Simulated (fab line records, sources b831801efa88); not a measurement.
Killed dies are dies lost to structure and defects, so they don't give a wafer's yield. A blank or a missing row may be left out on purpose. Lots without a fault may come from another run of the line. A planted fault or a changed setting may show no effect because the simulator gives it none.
fab line records | flow sky130 | part 2 of 2: steps 28 to 38 of 38
record lots=5 wafers=15 last_day=50
route steps=708 shown METAL3@572 VIA3@573 METAL4@598 CAP2M@603
lots that met no fault: from a run of the same line without faults
start_h: hours from the record's first day to the start of the lot's first wafer shown | wait_h: hours since the lot's step before | " the same as in the row above | L1.1+2: a row that stands for several wafers | - no value, or no start given | * or withheld: withheld | < > ~ a bound
route shown NAME@n: a module of which the file shows steps, and the number in the route of the first | usual: mean/standard deviation of fault-free wafers | same: alike in all rows | chamber/n: place in a boat | sites: the reading at each site | _std_site: their standard deviation | _edge_site: outer sites' mean less inner sites' | radius_mm: how far each site lies from the wafer's centre | mask NAME#n: copy n | behind: the tool/chamber that last shaped the wafer | hold: why the lot was held/for how many hours/how that ended | device: the transistor (n, p or np) that didn't switch | end of line: the same wafers' tests at the end of the route | a step without rows: its recipe alone | killed: dies lost to structure and defects at the first sort, not the wafer's yield | map: a wafer's dies, x killed, . not, _ none there
set.NAME: the setting as run; set.NAME@STEP: as run at that earlier step | model.NAME: the simulator's own value behind a step, which no gauge read
lots at some steps of the route; a table a step, a row a wafer
services: from which hour (start_h, from the record's first day; less than 0 if before it) a tool's chamber was out of use, for how many hours, and why
## steps
# step SKY_METAL4_SPUTTER_01
# recipe material=TiN target_thk_nm=20 power_w=6500 time_s=16.7 chamber_pressure_pa=0.4
# usual throttle_valve_pct=29.8/0.84
# columns lot.wafer tool chamber start_h wait_h throttle_valve_pct
L077.3 pvd_sputter-02 - 963.62 0.0 28.8
L077.5 " - " " 29.3
L077.6 " - " " 28.7
L079.1 pvd_sputter-02 - 966.26 0.0 29.9
L079.3 " - " " 28.9
L079.6 " - " " 29.8
L084.1 pvd_sputter-04 - 1018.85 0.0 29.0
L084.4 " - " " 30.7
L084.5 " - " " 30.8
L091.1 pvd_sputter-02 - 1053.13 0.0 29.0
L091.3 " - " " 29.9
L091.4 " - " " 29.5
L096.1 pvd_sputter-02 - 1074.67 0.0 29.1
L096.2 " - " " 28.9
L096.3 " - " " 30.1
# step SKY_METAL4_SPUTTER_02
# recipe material=AlCu target_thk_nm=735 power_w=10600 time_s=39.1 chamber_pressure_pa=0.4
# usual throttle_valve_pct=29.8/0.81
# columns lot.wafer tool chamber start_h wait_h throttle_valve_pct
L077.3 pvd_sputter-02 - 963.64 0.0 28.9
L077.5 " - " " 29.2
L077.6 " - " " 28.9
L079.1 pvd_sputter-02 - 966.28 0.0 29.9
L079.3 " - " " 29.0
L079.6 " - " " 29.9
L084.1 pvd_sputter-04 - 1018.88 0.0 29.4
L084.4 " - " " 30.5
L084.5 " - " " 30.5
L091.1 pvd_sputter-02 - 1053.16 0.0 28.6
L091.3 " - " " 29.8
L091.4 " - " " 29.6
L096.1 pvd_sputter-02 - 1074.70 0.0 29.4
L096.2 " - " " 28.8
L096.3 " - " " 29.8
# step SKY_METAL4_SPUTTER_03
# recipe material=Ti target_thk_nm=5 power_w=3000 time_s=3.3 chamber_pressure_pa=0.4
# usual throttle_valve_pct=29.8/0.84
# columns lot.wafer tool chamber start_h wait_h throttle_valve_pct
L077.3 pvd_sputter-02 - 963.68 0.0 28.8
L077.5 " - " " 29.5
L077.6 " - " " 28.8
L079.1 pvd_sputter-02 - 966.32 0.0 30.0
L079.3 " - " " 28.8
L079.6 " - " " 29.7
L084.1 pvd_sputter-04 - 1018.92 0.0 29.4
L084.4 " - " " 30.9
L084.5 " - " " 30.6
L091.1 pvd_sputter-02 - 1053.20 0.0 29.0
L091.3 " - " " 30.1
L091.4 " - " " 29.6
L096.1 pvd_sputter-02 - 1074.73 0.0 29.6
L096.2 " - " " 28.8
L096.3 " - " " 30.0
# step SKY_METAL4_SPUTTER_04
# recipe material=TiN target_thk_nm=70 power_w=6500 time_s=58.3 chamber_pressure_pa=0.4
# usual throttle_valve_pct=29.8/0.84
# columns lot.wafer tool chamber start_h wait_h throttle_valve_pct
L077.3 pvd_sputter-02 - 963.70 0.0 28.8
L077.5 " - " " 29.4
L077.6 " - " " 28.8
L079.1 pvd_sputter-02 - 966.34 0.0 29.9
L079.3 " - " " 29.1
L079.6 " - " " 29.6
L084.1 pvd_sputter-04 - 1018.94 0.0 29.1
L084.4 " - " " 30.7
L084.5 " - " " 30.6
L091.1 pvd_sputter-02 - 1053.22 0.0 28.9
L091.3 " - " " 29.7
L091.4 " - " " 29.4
L096.1 pvd_sputter-02 - 1074.75 0.0 29.6
L096.2 " - " " 28.6
L096.3 " - " " 29.7
# step SKY_CAP2M_CVD_00
# recipe material=SiO2 target_thk_nm=15.5 temp_c=400 time_s=withheld rf_w=450
# usual heater_power_w=647/78
# columns lot.wafer tool chamber start_h wait_h heater_power_w
L077.3 pecvd-04 2 963.75 0.0 619
L077.5 " 1 " " 500
L077.6 " 0 " " 761
L079.1 pecvd-03 2 966.39 0.0 589
L079.3 " 0 " " 688
L079.6 " 2 " " 582
L084.1 pecvd-04 0 1018.98 0.0 712
L084.4 " 2 " " 622
L084.5 " 2 " " 636
L091.1 pecvd-04 2 1053.26 0.0 537
L091.3 " 1 " " 491
L091.4 " 0 " " 756
L096.1 pecvd-04 2 1074.80 0.0 585
L096.2 " 1 " " 466
L096.3 " 0 " " 678
# step SKY_CAP2M_THK_MEAS_01
# recipe reads=SiO2_of_CAP2M_CVD_00
# usual CAP2M_CVD_00_THK=15.40/0.28
# columns lot.wafer tool chamber start_h wait_h CAP2M_CVD_00_THK[nm]
L077.3 film_metro-01 - 963.79 - 15.46
L077.5 " - " " 15.63
L077.6 " - " " 15.68
L079.1 film_metro-01 - 966.41 - 15.28
L079.3 " - " " 15.12
L079.6 " - " " 15.78
L084.1 film_metro-01 - 1019.02 - 14.96
L084.4 " - " " 15.74
L084.5 " - " " 15.86
L091.1 film_metro-01 - 1053.29 - 15.69
L091.3 " - " " 15.68
L091.4 " - " " 15.58
L096.1 film_metro-04 - 1074.82 - 15.49
L096.2 " - " " 15.56
L096.3 " - " " 15.35
# step SKY_CAP2M_SPUTTER_02
# recipe material=TiN target_thk_nm=200 temp_c=300 power_w=6500 time_s=166.7 chamber_pressure_pa=0.4
# usual throttle_valve_pct=29.4/0.8
# columns lot.wafer tool chamber start_h wait_h throttle_valve_pct
L077.3 pvd_sputter-04 - 963.83 0.0 30.6
L077.5 " - " " 28.7
L077.6 " - " " 29.2
L079.1 pvd_sputter-04 - 966.47 0.1 29.2
L079.3 " - " " 30.7
L079.6 " - " " 30.9
L084.1 pvd_sputter-01 - 1019.08 0.1 30.4
L084.4 " - " " 28.7
L084.5 " - " " 30.2
L091.1 pvd_sputter-01 - 1053.35 0.1 28.2
L091.3 " - " " 28.7
L091.4 " - " " 28.9
L096.1 pvd_sputter-01 - 1074.88 0.1 30.1
L096.2 " - " " 28.6
L096.3 " - " " 28.4
# step SKY_CAP2M_RS_MEAS_03
# recipe thk_meas_gauge=four-point-probe reads=TiN_of_CAP2M_SPUTTER_02
# usual CAP2M_TIN_RS=6.87/0.1
# columns lot.wafer tool chamber start_h wait_h CAP2M_TIN_RS[ohm/sq]
L077.3 film_metro-02 - 963.98 0.1 6.91
L077.5 " - " " 6.89
L077.6 " - " " 7.09
L079.1 film_metro-04 - 966.58 0.1 7.24
L079.3 " - " " 7.11
L079.6 " - " " 7.09
L084.1 film_metro-02 - 1019.20 0.1 7.08
L084.4 " - " " 6.93
L084.5 " - " " 7.05
L091.1 film_metro-01 - 1053.46 0.1 6.69
L091.3 " - " " 6.76
L091.4 " - " " 6.64
L096.1 film_metro-01 - 1074.99 0.1 6.90
L096.2 " - " " 6.93
L096.3 " - " " 6.94
# step SKY_CAP2M_THK_MEAS_04
# recipe thk_meas_gauge=xrf reads=TiN_of_CAP2M_SPUTTER_02
# usual CAP2M_TIN_THK=202/3.2
# columns lot.wafer tool chamber start_h wait_h CAP2M_TIN_THK[nm]
L077.3 film_metro-02 - 964.08 0.1 201
L077.5 " - " " 202
L077.6 " - " " 196
L079.1 film_metro-04 - 966.70 0.1 195
L079.3 " - " " 198
L079.6 " - " " 198
L084.1 film_metro-02 - 1019.32 0.1 196
L084.4 " - " " 199
L084.5 " - " " 197
L091.1 film_metro-01 - 1053.58 0.1 206
L091.3 " - " " 205
L091.4 " - " " 209
L096.1 film_metro-01 - 1075.11 0.1 198
L096.2 " - " " 198
L096.3 " - " " 198
# step SKY_CAP2M_DEHYDRATE_05
# recipe temp_c=200 time_s=60
# usual plate_temp_C=199.98/0.17
# columns lot.wafer tool chamber start_h wait_h plate_temp_C
L077.3 litho_track-03 0 976.00 11.9 199.97
L077.5 " 0 " " 200.01
L077.6 " 0 " " 200.17
L079.1 litho_track-01 0 978.45 11.7 200.08
L079.3 " 0 " " 200.28
L079.6 " 0 " " 200.10
L084.1 litho_track-01 0 1030.35 11.0 200.09
L084.4 " 0 " " 200.07
L084.5 " 0 " " 200.10
L091.1 litho_track-01 0 1063.15 9.6 199.91
L091.3 " 0 " " 200.26
L091.4 " 0 " " 200.29
L096.1 litho_track-04 0 1083.93 8.8 200.38
L096.2 " 0 " " 200.38
L096.3 " 0 " " 200.25
# step SKY_CAP2M_HMDS_06
# recipe prime_time_s=60 prime_temp_c=120
# columns lot.wafer tool chamber start_h wait_h
L077.3+5+6 litho_track-03 0 976.15 0.1
L079.1+3+6 litho_track-01 0 978.60 0.1
L084.1+4+5 litho_track-01 0 1030.50 0.1
L091.1+3+4 litho_track-01 0 1063.30 0.1
L096.1+2+3 litho_track-04 0 1084.08 0.1
## services
# columns tool chamber start_h hours kind
krf_scanner-01 - 925.55 0.8 pm
krf_scanner-02 - 938.64 1.0 pm
krf_scanner-02 - 939.64 1.3 pm
plasma_asher-02 - 940.07 8.6 repair
krf_scanner-01 - 944.86 4.0 pm
pvd_sputter-04 - 950.12 4.0 repair
hdpcvd-02 - 950.25 15.0 pm
cvd_w-01 - 950.70 6.9 pm
cmp-02 - 969.77 1.9 repair
cmp-02 - 971.05 1.2 repair
pvd_sputter-04 - 974.44 1.5 repair
wet_bench-01 - 974.50 2.3 repair
cmp-01 - 975.64 4.8 pm
pvd_sputter-02 - 990.80 6.4 repair
pvd_sputter-04 - 993.63 3.3 repair
wet_bench-02 - 993.77 2.6 repair
krf_scanner-02 - 1002.57 0.8 pm
krf_scanner-02 - 1026.11 8.0 repair
krf_scanner-02 - 1037.03 0.4 repair
pecvd-04 - 1041.77 1.6 repair
krf_scanner-02 - 1065.68 0.9 repair
cmp-02 - 1068.86 7.1 pm
pvd_sputter-04 - 1074.37 3.2 repair
krf_scanner-02 - 1080.04 21.0 pm
